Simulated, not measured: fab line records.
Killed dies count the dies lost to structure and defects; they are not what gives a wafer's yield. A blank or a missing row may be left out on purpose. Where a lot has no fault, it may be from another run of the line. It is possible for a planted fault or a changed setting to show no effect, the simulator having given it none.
Split-lot experiment || flow sfqLine || 5 lots, 23 wafers read, on a route of 325 steps

== THE SPLIT ==
At SFQ_TRILAYER_I0_VIA_LITHO_COAT_031 (resist thk 650 nm), the setting spinRpm was moved away from the recipe's 3000 rpm on 10 of the 23 wafers read, by -6.8% to +4.9%. The other wafers ran this setting at the recipe's value.

== FROM THE SPLIT TO THE READING: what the file shows between them, 3 steps ==
- SFQ_TRILAYER_I0_VIA_LITHO_PEB_034: peb time 60 s (also split here: pebTimeS)
- SFQ_TRILAYER_I0_VIA_LITHO_DEVELOP_033: time 60 s
- SFQ_TRILAYER_I0_VIA_BARC_OPEN_VIA_ETCH_046: etches BARC in O2, target depth 125 nm, time 43.03 s

== THE READING ==
KrF_of_TRILAYER_I0_VIA_LITHO_COAT_031.thkNm (the simulator's own value, which no gauge read), in nm, at SFQ_TRILAYER_I0_VIA_ETCH_VIA_ETCH_034 (etches SiO2 in CHF3, stops on Nb, target depth 260 nm). The file does not state a usual value for it. Average 524.9 nm, standard deviation 2.4 nm, over the 13 wafers here run with the recipe.

{"wafer": "L075.1", "tool, chamber at the split": "lithoTrack-02, 0", "spinRpm as run, rpm": 3000, "against the recipe": "recipe", "KrF_of_TRILAYER_I0_VIA_LITHO_COAT_031.thkNm, nm": 521.7, "against lot-mates on the recipe": "-"}
{"wafer": "L075.2", "tool, chamber at the split": "lithoTrack-02, 0", "spinRpm as run, rpm": 3000, "against the recipe": "recipe", "KrF_of_TRILAYER_I0_VIA_LITHO_COAT_031.thkNm, nm": 521.8, "against lot-mates on the recipe": "-"}
{"wafer": "L075.3", "tool, chamber at the split": "lithoTrack-02, 0", "spinRpm as run, rpm": 3129, "against the recipe": "+4.3%", "KrF_of_TRILAYER_I0_VIA_LITHO_COAT_031.thkNm, nm": 507.2, "against lot-mates on the recipe": -15.8}
{"wafer": "L075.4", "tool, chamber at the split": "lithoTrack-02, 0", "spinRpm as run, rpm": 3000, "against the recipe": "recipe", "KrF_of_TRILAYER_I0_VIA_LITHO_COAT_031.thkNm, nm": 525.5, "against lot-mates on the recipe": "-"}
{"wafer": "L075.6", "tool, chamber at the split": "lithoTrack-02, 0", "spinRpm as run, rpm": 3129, "against the recipe": "+4.3%", "KrF_of_TRILAYER_I0_VIA_LITHO_COAT_031.thkNm, nm": 508.4, "against lot-mates on the recipe": -14.6}
{"wafer": "L078.2", "tool, chamber at the split": "lithoTrack-02, 0", "spinRpm as run, rpm": 2795, "against the recipe": "-6.8%", "KrF_of_TRILAYER_I0_VIA_LITHO_COAT_031.thkNm, nm": 549.9, "against lot-mates on the recipe": "+21.9"}
{"wafer": "L078.3", "tool, chamber at the split": "lithoTrack-02, 0", "spinRpm as run, rpm": 2795, "against the recipe": "-6.8%", "KrF_of_TRILAYER_I0_VIA_LITHO_COAT_031.thkNm, nm": 551, "against lot-mates on the recipe": "+23.0"}
{"wafer": "L078.4", "tool, chamber at the split": "lithoTrack-02, 0", "spinRpm as run, rpm": 3000, "against the recipe": "recipe", "KrF_of_TRILAYER_I0_VIA_LITHO_COAT_031.thkNm, nm": 527.6, "against lot-mates on the recipe": "-"}
{"wafer": "L078.5", "tool, chamber at the split": "lithoTrack-02, 0", "spinRpm as run, rpm": 2795, "against the recipe": "-6.8%", "KrF_of_TRILAYER_I0_VIA_LITHO_COAT_031.thkNm, nm": 551.3, "against lot-mates on the recipe": "+23.3"}
{"wafer": "L078.6", "tool, chamber at the split": "lithoTrack-02, 0", "spinRpm as run, rpm": 3000, "against the recipe": "recipe", "KrF_of_TRILAYER_I0_VIA_LITHO_COAT_031.thkNm, nm": 528.3, "against lot-mates on the recipe": "-"}
{"wafer": "L080.1", "tool, chamber at the split": "lithoTrack-02, 0", "spinRpm as run, rpm": 3000, "against the recipe": "recipe", "KrF_of_TRILAYER_I0_VIA_LITHO_COAT_031.thkNm, nm": 524, "against lot-mates on the recipe": "-"}
{"wafer": "L080.3", "tool, chamber at the split": "lithoTrack-02, 0", "spinRpm as run, rpm": 3000, "against the recipe": "recipe", "KrF_of_TRILAYER_I0_VIA_LITHO_COAT_031.thkNm, nm": 522.9, "against lot-mates on the recipe": "-"}
{"wafer": "L080.4", "tool, chamber at the split": "lithoTrack-02, 0", "spinRpm as run, rpm": 3000, "against the recipe": "recipe", "KrF_of_TRILAYER_I0_VIA_LITHO_COAT_031.thkNm, nm": 521.2, "against lot-mates on the recipe": "-"}
{"wafer": "L083.1", "tool, chamber at the split": "lithoTrack-01, 0", "spinRpm as run, rpm": 2911, "against the recipe": "-3.0%", "KrF_of_TRILAYER_I0_VIA_LITHO_COAT_031.thkNm, nm": 533.7, "against lot-mates on the recipe": "+7.4"}
{"wafer": "L083.2", "tool, chamber at the split": "lithoTrack-01, 0", "spinRpm as run, rpm": 2911, "against the recipe": "-3.0%", "KrF_of_TRILAYER_I0_VIA_LITHO_COAT_031.thkNm, nm": 536.9, "against lot-mates on the recipe": "+10.5"}
{"wafer": "L083.3", "tool, chamber at the split": "lithoTrack-01, 0", "spinRpm as run, rpm": 2911, "against the recipe": "-3.0%", "KrF_of_TRILAYER_I0_VIA_LITHO_COAT_031.thkNm, nm": 536.2, "against lot-mates on the recipe": "+9.9"}
{"wafer": "L083.4", "tool, chamber at the split": "lithoTrack-01, 0", "spinRpm as run, rpm": 3000, "against the recipe": "recipe", "KrF_of_TRILAYER_I0_VIA_LITHO_COAT_031.thkNm, nm": 524.7, "against lot-mates on the recipe": "-"}
{"wafer": "L083.5", "tool, chamber at the split": "lithoTrack-01, 0", "spinRpm as run, rpm": 3000, "against the recipe": "recipe", "KrF_of_TRILAYER_I0_VIA_LITHO_COAT_031.thkNm, nm": 528, "against lot-mates on the recipe": "-"}
{"wafer": "L084.1", "tool, chamber at the split": "lithoTrack-01, 0", "spinRpm as run, rpm": 3000, "against the recipe": "recipe", "KrF_of_TRILAYER_I0_VIA_LITHO_COAT_031.thkNm, nm": 526.4, "against lot-mates on the recipe": "-"}
{"wafer": "L084.2", "tool, chamber at the split": "lithoTrack-01, 0", "spinRpm as run, rpm": 3000, "against the recipe": "recipe", "KrF_of_TRILAYER_I0_VIA_LITHO_COAT_031.thkNm, nm": 527.5, "against lot-mates on the recipe": "-"}
{"wafer": "L084.3", "tool, chamber at the split": "lithoTrack-01, 0", "spinRpm as run, rpm": 3146, "against the recipe": "+4.9%", "KrF_of_TRILAYER_I0_VIA_LITHO_COAT_031.thkNm, nm": 509.2, "against lot-mates on the recipe": -16.9}
{"wafer": "L084.5", "tool, chamber at the split": "lithoTrack-01, 0", "spinRpm as run, rpm": 3000, "against the recipe": "recipe", "KrF_of_TRILAYER_I0_VIA_LITHO_COAT_031.thkNm, nm": 524.5, "against lot-mates on the recipe": "-"}
{"wafer": "L084.6", "tool, chamber at the split": "lithoTrack-01, 0", "spinRpm as run, rpm": 3146, "against the recipe": "+4.9%", "KrF_of_TRILAYER_I0_VIA_LITHO_COAT_031.thkNm, nm": 508.8, "against lot-mates on the recipe": -17.3}

THE FIT
A straight line over all 23 wafers: KrF_of_TRILAYER_I0_VIA_LITHO_COAT_031.thkNm changes by -3.69 nm for each +1% of spinRpm; r = -0.99; the points scatter about the line by 2.1 nm.
The same after taking each lot's own level away (the mean of its wafers on the recipe; 23 wafers): -3.39 nm for each +1%; r = -0.99; scatter 1.3 nm.
The reading moves by 23 nm for the largest change in spinRpm, on that fit.
Measured against the standard deviation above, the lots' own levels, which go from 522.70 to 527.95 nm, span 2.2 times it.
Consequently the slope shifts little with the lot-to-lot level, the two slopes agreeing.
Check: with one of the wafers moved furthest among these (-6.8%) left out of the fit, the line predicts +23.1 nm for it against its lot-mates. It came out at +21.9 nm against them.

== THESE WAFERS: OTHER SPLITS ==
These wafers also went through other splits before the reading. Each is held against what the fit with the lots' levels taken away leaves over:
{"other split on the same wafers": "SFQ_TRILAYER_INCOMING_OXIDATION_002 oxTimeS", "wafers away from the commonest value": 18, "r with KrF_of_TRILAYER_I0_VIA_LITHO_COAT_031.thkNm (lot level and that fit taken away)": "+0.06"}
{"other split on the same wafers": "SFQ_TRILAYER_L0_LITHO_COAT_005 spinRpm", "wafers away from the commonest value": 7, "r with KrF_of_TRILAYER_I0_VIA_LITHO_COAT_031.thkNm (lot level and that fit taken away)": -0.16}
{"other split on the same wafers": "SFQ_TRILAYER_L0_VIA_BARC_OPEN_VIA_ETCH_021 timeS", "wafers away from the commonest value": 4, "r with KrF_of_TRILAYER_I0_VIA_LITHO_COAT_031.thkNm (lot level and that fit taken away)": "+0.12"}
{"other split on the same wafers": "SFQ_TRILAYER_M0_DEP_SPUTTER_019 timeS", "wafers away from the commonest value": 7, "r with KrF_of_TRILAYER_I0_VIA_LITHO_COAT_031.thkNm (lot level and that fit taken away)": "+0.14"}
{"other split on the same wafers": "SFQ_TRILAYER_M0_LITHO_COAT_026 resistThkNm", "wafers away from the commonest value": 10, "r with KrF_of_TRILAYER_I0_VIA_LITHO_COAT_031.thkNm (lot level and that fit taken away)": -0.06}
{"other split on the same wafers": "SFQ_TRILAYER_M0_ETCH_METAL_ETCH_024 pressureMtorr", "wafers away from the commonest value": 15, "r with KrF_of_TRILAYER_I0_VIA_LITHO_COAT_031.thkNm (lot level and that fit taken away)": -0.05}
{"other split on the same wafers": "SFQ_TRILAYER_I0_VIA_LITHO_PEB_034 pebTimeS", "wafers away from the commonest value": 6, "r with KrF_of_TRILAYER_I0_VIA_LITHO_COAT_031.thkNm (lot level and that fit taken away)": -0.23}

== THE WHOLE CHAIN: every reading that the file lists as answering this split, in the file's order ==
{"step": "SFQ_TRILAYER_I0_VIA_LITHO_COAT_031", "what it does": "resist thk 650 nm", "reading": "KrF_of_TRILAYER_I0_VIA_LITHO_COAT_031.thkNm (the simulator's own value, which no gauge read)", "change (the file's fit)": "-3.14 nm for each +1% of the setting", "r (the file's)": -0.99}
{"step": "SFQ_TRILAYER_I0_VIA_BARC_OPEN_VIA_ETCH_046", "what it does": "etches BARC in O2, target depth 125 nm, time 43.03 s", "reading": "KrF_of_TRILAYER_I0_VIA_LITHO_COAT_031.thkNm (the simulator's own value, which no gauge read)", "change (the file's fit)": "-3.23 nm for each +1% of the setting", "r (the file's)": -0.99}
{"step": "SFQ_TRILAYER_I0_VIA_ETCH_VIA_ETCH_034", "what it does": "etches SiO2 in CHF3, stops on Nb, target depth 260 nm", "reading": "KrF_of_TRILAYER_I0_VIA_LITHO_COAT_031.thkNm (the simulator's own value, which no gauge read)", "change (the file's fit)": "-3.4 nm for each +1% of the setting", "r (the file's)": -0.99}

== THE FILE'S OWN FIT ==
KrF_of_TRILAYER_I0_VIA_LITHO_COAT_031.thkNm changes by -3.4 nm for each +1% of spinRpm, r = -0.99.
